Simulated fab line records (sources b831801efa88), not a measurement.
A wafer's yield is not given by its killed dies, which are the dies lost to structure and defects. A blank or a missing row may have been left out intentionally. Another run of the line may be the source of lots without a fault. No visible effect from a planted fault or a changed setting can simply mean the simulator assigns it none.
fab line records	flow gf180mcu
[record] lots = 14	wafers = 42	last_day = 34
route steps=602 shown STI@25 MVPSD@85 VT_IMPLANT@98
lots with no fault: from the same line, run without faults
start_h: hours from the record's opening day to when the first of the lot's shown wafers began	wait_h: hours from the lot's prior step to this one	" unchanged from the row above	L1.1+2: one row covering several wafers at once	- either no value or no given start	* or withheld: withheld	< > ~ a bound
route shown NAME@n: NAME is a module with steps in the file, n the number in the route of the first one	usual: average and standard deviation across the fault-free wafers	same: alike in all rows	chamber/n: place in a boat	sites: each site's reading	_std_site: standard deviation of those values	_edge_site: mean of outer sites minus mean of inner sites	radius_mm: how far each site lies from the wafer's centre	mask NAME#n: copy n	behind: the tool/chamber that last shaped the wafer	hold: why the lot went on hold/how many hours it stayed there/how the hold came to an end	device: transistor that didn't switch, given as n, p or np	end of line: at the end of the route, the tests of the same wafers	step lacking rows: just its recipe	killed: not the wafer's yield, but the dies lost to structure and defects at the first sort	map: a wafer's dies, marking killed ones x, the rest . and places with no die _
set.NAME: the setting that was run; set.NAME@STEP: the one run at that earlier step	model.NAME: the simulator's own value behind a step, which no gauge read
route steps across a sampled set of lots; one table per step, one row per wafer
services: when a tool's chamber went out of use (start_h, in hours from the record's first day, below 0 if earlier), for how many hours, and the reason
[[steps]]
[step GF_STI_THK_MEAS_24]
[recipe] reads = SiO2_of_STI_CVD_23
[usual] STI_CVD_23_THK = 651/5.8
lot.wafer	tool	chamber	start_h	wait_h	STI_CVD_23_THK[nm]
L908.2	film_metro-02	-	27.79	0.0	655
L908.3	"	-	"	"	658
L908.5	"	-	"	"	664
L911.1	film_metro-04	-	42.78	0.0	653
L911.2	"	-	"	"	648
L911.4	"	-	"	"	649
L912.3	film_metro-04	-	47.80	0.1	646
L912.4	"	-	"	"	650
L912.5	"	-	"	"	641
L915.2	film_metro-03	-	63.66	0.0	653
L915.4	"	-	"	"	648
L915.5	"	-	"	"	650
L918.2	film_metro-04	-	79.41	0.1	653
L918.5	"	-	"	"	653
L918.6	"	-	"	"	650
L920.1	film_metro-02	-	89.44	0.0	649
L920.2	"	-	"	"	657
L920.3	"	-	"	"	650
L921.3	film_metro-03	-	94.06	0.1	644
L921.5	"	-	"	"	645
L921.6	"	-	"	"	649
L922.1	film_metro-02	-	100.65	0.0	645
L922.4	"	-	"	"	655
L922.5	"	-	"	"	648
L923.1	film_metro-02	-	105.67	0.0	654
L923.5	"	-	"	"	657
L923.6	"	-	"	"	661
L927.1	film_metro-02	-	127.48	0.0	647
L927.2	"	-	"	"	656
L927.4	"	-	"	"	648
L928.1	film_metro-04	-	130.45	0.0	645
L928.2	"	-	"	"	655
L928.4	"	-	"	"	648
L929.1	film_metro-02	-	135.64	0.1	654
L929.3	"	-	"	"	645
L929.6	"	-	"	"	642
L930.1	film_metro-04	-	140.73	0.0	655
L930.2	"	-	"	"	656
L930.3	"	-	"	"	649
L931.4	film_metro-04	-	146.61	0.0	654
L931.5	"	-	"	"	633
L931.6	"	-	"	"	647
[step GF_STI_THK_MEAS_30]
[recipe] reads = SiO2_of_STI_OXIDATION_29
[usual] STI_OXIDATION_02_THK = 9.96/0.17
lot.wafer	tool	chamber	start_h	wait_h	STI_OXIDATION_02_THK[nm]
L908.2	film_metro-02	-	30.14	0.0	9.86
L908.3	"	-	"	"	9.87
L908.5	"	-	"	"	9.94
L911.1	film_metro-02	-	45.13	0.0	9.85
L911.2	"	-	"	"	9.99
L911.4	"	-	"	"	9.95
L912.3	film_metro-03	-	50.15	0.0	9.99
L912.4	"	-	"	"	10.05
L912.5	"	-	"	"	9.86
L915.2	film_metro-03	-	66.07	0.0	9.92
L915.4	"	-	"	"	9.73
L915.5	"	-	"	"	9.83
L918.2	film_metro-03	-	82.92	0.0	9.75
L918.5	"	-	"	"	9.63
L918.6	"	-	"	"	9.64
L920.1	film_metro-04	-	93.85	0.0	10.04
L920.2	"	-	"	"	9.96
L920.3	"	-	"	"	9.92
L921.3	film_metro-02	-	96.41	0.0	9.75
L921.5	"	-	"	"	9.79
L921.6	"	-	"	"	9.64
L922.1	film_metro-04	-	104.94	0.0	9.83
L922.4	"	-	"	"	9.76
L922.5	"	-	"	"	9.79
L923.1	film_metro-04	-	108.37	0.0	9.78
L923.5	"	-	"	"	10.06
L923.6	"	-	"	"	10.02
L927.1	film_metro-04	-	129.83	0.0	10.03
L927.2	"	-	"	"	9.90
L927.4	"	-	"	"	9.84
L928.1	film_metro-03	-	133.10	0.0	9.75
L928.2	"	-	"	"	9.86
L928.4	"	-	"	"	9.73
L929.1	film_metro-02	-	137.99	0.0	10.12
L929.3	"	-	"	"	10.24
L929.6	"	-	"	"	10.13
L930.1	film_metro-03	-	143.13	0.0	10.11
L930.2	"	-	"	"	10.27
L930.3	"	-	"	"	10.20
L931.4	film_metro-02	-	150.90	0.0	10.07
L931.5	"	-	"	"	10.08
L931.6	"	-	"	"	9.89
[step GF_MVPSD_OVL_MEAS_07]
[usual] MVPSD_OVL = -0.3/1.4
lot.wafer	tool	chamber	start_h	wait_h	MVPSD_OVL[nm]
L908.2	overlay-02	-	97.46	-	0.4
L908.3	"	-	"	"	-0.9
L908.5	"	-	"	"	-2.2
L911.1	overlay-02	-	112.88	-	-3.4
L911.2	"	-	"	"	-1.4
L911.4	"	-	"	"	-2.9
L912.3	overlay-01	-	119.54	-	2.5
L912.4	"	-	"	"	0.7
L912.5	"	-	"	"	2.4
L915.2	overlay-02	-	136.36	-	-1.1
L915.4	"	-	"	"	0.4
L915.5	"	-	"	"	-1.0
L918.2	overlay-01	-	158.43	-	-2.2
L918.5	"	-	"	"	-1.2
L918.6	"	-	"	"	-1.9
L920.1	overlay-01	-	170.15	-	1.1
L920.2	"	-	"	"	2.8
L920.3	"	-	"	"	0.8
L921.3	overlay-02	-	172.62	-	-1.7
L921.5	"	-	"	"	-1.4
L921.6	"	-	"	"	0.5
L922.1	overlay-01	-	184.10	-	-0.8
L922.4	"	-	"	"	-0.9
L922.5	"	-	"	"	0.3
L923.1	overlay-02	-	187.06	-	-4.0
L923.5	"	-	"	"	-1.7
L923.6	"	-	"	"	-2.8
L927.1	overlay-02	-	211.80	-	1.5
L927.2	"	-	"	"	-0.6
L927.4	"	-	"	"	1.4
L928.1	overlay-02	-	216.71	-	0.6
L928.2	"	-	"	"	-0.2
L928.4	"	-	"	"	-0.4
L929.1	overlay-01	-	222.15	-	1.7
L929.3	"	-	"	"	2.0
L929.6	"	-	"	"	2.3
L930.1	overlay-02	-	229.08	-	-1.4
L930.2	"	-	"	"	-0.7
L930.3	"	-	"	"	-0.5
L931.4	overlay-02	-	235.09	-	-2.2
L931.5	"	-	"	"	-0.8
L931.6	"	-	"	"	-2.6
[step GF_VT_IMPLANT_IMPLANT_08]
[recipe] species = BF2	energy_kev = 20	dose_cm2 = 8.29e+12	tilt_deg = 7.403
lot.wafer	tool	chamber	start_h	wait_h
L908.2+3+5	implanter-03	0	111.23	0.0
L911.1+2+4	implanter-04	0	128.24	0.0
L912.3+4+5	implanter-02	0	135.15	0.1
L915.2+4+5	implanter-03	0	152.72	0.0
L918.2+5+6	implanter-03	0	174.93	0.0
L920.1+2+3	implanter-04	0	187.35	0.0
L921.3+5+6	implanter-04	0	189.54	0.1
L922.1+4+5	implanter-03	0	201.09	0.0
L923.1+5+6	implanter-03	0	204.79	0.0
L927.1+2+4	implanter-03	0	229.89	0.0
L928.1+2+4	implanter-03	0	234.54	0.0
L929.1+3+6	implanter-03	0	240.29	0.0
L930.1+2+3	implanter-03	0	247.49	0.0
L931.4+5+6	implanter-03	0	254.06	0.1
[step GF_VT_IMPLANT_TW_MEAS_10]
[usual] VT_IMPLANT_TW = 566/4.2
lot.wafer	tool	chamber	start_h	wait_h	VT_IMPLANT_TW
L908.2	film_metro-02	-	111.46	0.1	564
L908.3	"	-	"	"	561
L908.5	"	-	"	"	562
L911.1	film_metro-02	-	128.49	0.1	563
L911.2	"	-	"	"	565
L911.4	"	-	"	"	562
L912.3	film_metro-02	-	135.37	0.1	563
L912.4	"	-	"	"	564
L912.5	"	-	"	"	565
L915.2	film_metro-04	-	152.95	0.1	572
L915.4	"	-	"	"	568
L915.5	"	-	"	"	572
L918.2	film_metro-01	-	175.16	0.1	562
L918.5	"	-	"	"	566
L918.6	"	-	"	"	562
L920.1	film_metro-02	-	187.60	0.1	548
L920.2	"	-	"	"	547
L920.3	"	-	"	"	550
L921.3	film_metro-01	-	189.76	0.1	547
L921.5	"	-	"	"	546
L921.6	"	-	"	"	548
L922.1	film_metro-04	-	201.34	0.1	569
L922.4	"	-	"	"	566
L922.5	"	-	"	"	570
L923.1	film_metro-01	-	205.04	0.1	560
L923.5	"	-	"	"	560
L923.6	"	-	"	"	562
L927.1	film_metro-01	-	230.14	0.1	563
L927.2	"	-	"	"	562
L927.4	"	-	"	"	563
L928.1	film_metro-04	-	234.79	0.1	571
L928.2	"	-	"	"	568
L928.4	"	-	"	"	575
L929.1	film_metro-01	-	240.54	0.1	565
L929.3	"	-	"	"	563
L929.6	"	-	"	"	565
L930.1	film_metro-04	-	247.74	0.1	570
L930.2	"	-	"	"	571
L930.3	"	-	"	"	574
L931.4	film_metro-02	-	254.27	0.1	562
L931.5	"	-	"	"	561
L931.6	"	-	"	"	562
[[services]]
tool	chamber	start_h	hours	kind
implanter-03	-	89.57	1.8	repair
implanter-03	-	93.58	2.7	repair
implanter-03	-	98.49	5.2	pm
implanter-02	-	103.97	1.9	repair
implanter-02	-	168.68	15.7	repair
implanter-02	-	179.31	2.0	repair
implanter-02	-	184.42	124.8	pm
implanter-04	-	248.04	6.6	repair
[[key]]
[first_sign] step = GF_VT_IMPLANT_TW_MEAS_10	reading = VT_IMPLANT_TW	direction = down	sigmas = 4.5	usual = 566	struck = 547
effect none on later readings
met_at GF_VT_IMPLANT_IMPLANT_08
struck_lots L920,L921
tester_left_out L920,L921
not_acting_at GF_STI_THK_MEAS_24,GF_STI_THK_MEAS_30,GF_MVPSD_OVL_MEAS_07
onset_between 128.24 187.35
[fault] kind = process_parameter_drift	tool = implanter-04	chamber = -	onset_h = 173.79	steps = GF_VT_IMPLANT_IMPLANT_08	channel = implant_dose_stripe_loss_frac	offset = 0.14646	shape = step	end_h = 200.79
// tester_left_out: of these lots the tester's yield and bins aren't shown, on N5 and GAA mostly nor the transistor test; their killed dies are dies lost to structure and defects alone, not to doping, threshold or leakage, so they don't give the yield
